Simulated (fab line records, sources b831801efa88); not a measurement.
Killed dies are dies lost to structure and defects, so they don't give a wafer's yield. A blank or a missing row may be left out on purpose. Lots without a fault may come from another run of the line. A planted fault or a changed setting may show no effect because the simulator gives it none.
Which tool did it? | flow gf180mcu | 13 lots, 37 wafers sampled, at 2 steps of a route of 602

WHAT THE GAUGES READ, wafer by wafer
GF_V3_THK_MEAS_01. Usual: V3_CVD_00_THK 608 nm, standard deviation 6.5.
lot  | measured     | on            | V3_CVD_00_THK (nm) | flag
L451 | day 22 00:27 | film_metro-02 | 612 611 604        |
L449 | day 22 03:02 | film_metro-04 | 611 614 611        |
L448 | day 22 06:01 | film_metro-02 | 600 596 606        |
L452 | day 22 09:20 | film_metro-02 | 609 608 590        |
L453 | day 22 11:05 | film_metro-04 | 601 604 603        |
L457 | day 23 21:09 | film_metro-04 | 604 601 603        |
L460 | day 24 16:28 | film_metro-01 | 614 602            |
L461 | day 25 02:41 | film_metro-01 | 608 612            |
L462 | day 25 06:56 | film_metro-01 | 600 611 619        |
L464 | day 26 04:43 | film_metro-01 | 604 611 610        |
L465 | day 26 11:10 | film_metro-02 | 620 612 620        |
L469 | day 27 21:37 | film_metro-01 | 620 611 619        |
L470 | day 28 08:54 | film_metro-02 | 601 609 613        |

WHICH TOOL RAN EACH LOT (tool, then ch and the chambers of the sampled wafers, then the start)
lot  | GF_HV_LDD_STRIP_10
L451 | plasma_asher-04 ch 0,1, day 10 13:50
L449 | plasma_asher-01 ch 0,1, day 10 14:17
L448 | plasma_asher-04 ch 0,1, day 10 16:17
L452 | plasma_asher-01 ch 1, day 10 20:08
L453 | plasma_asher-01 ch 0,1, day 10 21:55
L457 | plasma_asher-01 ch 0,1, day 12 01:59
L460 | plasma_asher-04 ch 0,1, day 12 19:46
L461 | plasma_asher-01 ch 0,1, day 13 03:41
L462 | plasma_asher-02 ch 0,1, day 13 06:37
L464 | plasma_asher-04 ch 0,1, day 14 01:35
L465 | plasma_asher-01 ch 0,1, day 14 10:04
L469 | plasma_asher-02 ch 0,1, day 15 19:17
L470 | plasma_asher-02 ch 0,1, day 16 05:16
- GF_HV_LDD_STRIP_10: strips in O2/N2.

WHAT THE TOOLS THEMSELVES READ (means of the sampled wafers that have a number; where no wafer has one, the mark that the record gives instead)
GF_HV_LDD_STRIP_10. Usual: drypump_motor_current_A 5.6 A, standard deviation 0.49; heater_power_w 329 W, standard deviation 37; oes_product_au 0.716 a.u., standard deviation 0.0044; platen_temp_c 250.00 C, standard deviation 0.21; strip_time_to_endpoint_s 12.66 s, standard deviation 0.03.
lot  | tool            | drypump_motor_current_A (A) | heater_power_w (W) | oes_product_au (a.u.) | platen_temp_c (C) | strip_time_to_endpoint_s (s) | flag
L451 | plasma_asher-04 | 6.0                         | 326                | 0.714                 | 249.98            | 12.67                        |
L449 | plasma_asher-01 | 5.1                         | 304                | 0.716                 | 249.95            | 12.68                        |
L448 | plasma_asher-04 | 6.0                         | 332                | 0.717                 | 250.06            | 12.64                        |
L452 | plasma_asher-01 | 5.0                         | 291                | 0.716                 | 249.60            | 12.66                        |
L453 | plasma_asher-01 | 5.1                         | 297                | 0.715                 | 250.07            | 12.68                        |
L457 | plasma_asher-01 | 5.1                         | 307                | 0.717                 | 250.06            | 12.63                        |
L460 | plasma_asher-04 | 6.0                         | 328                | 0.714                 | 249.94            | 12.63                        |
L461 | plasma_asher-01 | 5.1                         | 305                | 0.718                 | 249.92            | 12.67                        |
L462 | plasma_asher-02 | 6.1                         | 389                | 0.715                 | 249.97            | 12.68                        |
L464 | plasma_asher-04 | 6.0                         | 330                | 0.715                 | 250.13            | 12.61                        |
L465 | plasma_asher-01 | 5.1                         | 299                | 0.715                 | 249.92            | 12.69                        |
L469 | plasma_asher-02 | 6.1                         | 363                | 0.720                 | 249.96            | 12.65                        |
L470 | plasma_asher-02 | 6.1                         | 356                | 0.717                 | 250.16            | 12.70                        |

THE ANSWER, worked out from the rows above alone
Rule: a lot is off if the mean of its wafers that have a number lies more than 3 standard deviations from the usual mean. A lot without any number at a reading at which 4 lots or more have one is off too. The other lots that the step has rows for count as sound. The gauges are gone through in route order, then the tools' own readings, and for those a lot's mean is taken as printed above. The first step at which some lot is off is used, and at that step the reading that is off furthest; a lot without a number counts as furthest.
No lot is off at any reading shown: from this, nothing can be told.

WHAT THE SIMULATOR HAD PUT IN
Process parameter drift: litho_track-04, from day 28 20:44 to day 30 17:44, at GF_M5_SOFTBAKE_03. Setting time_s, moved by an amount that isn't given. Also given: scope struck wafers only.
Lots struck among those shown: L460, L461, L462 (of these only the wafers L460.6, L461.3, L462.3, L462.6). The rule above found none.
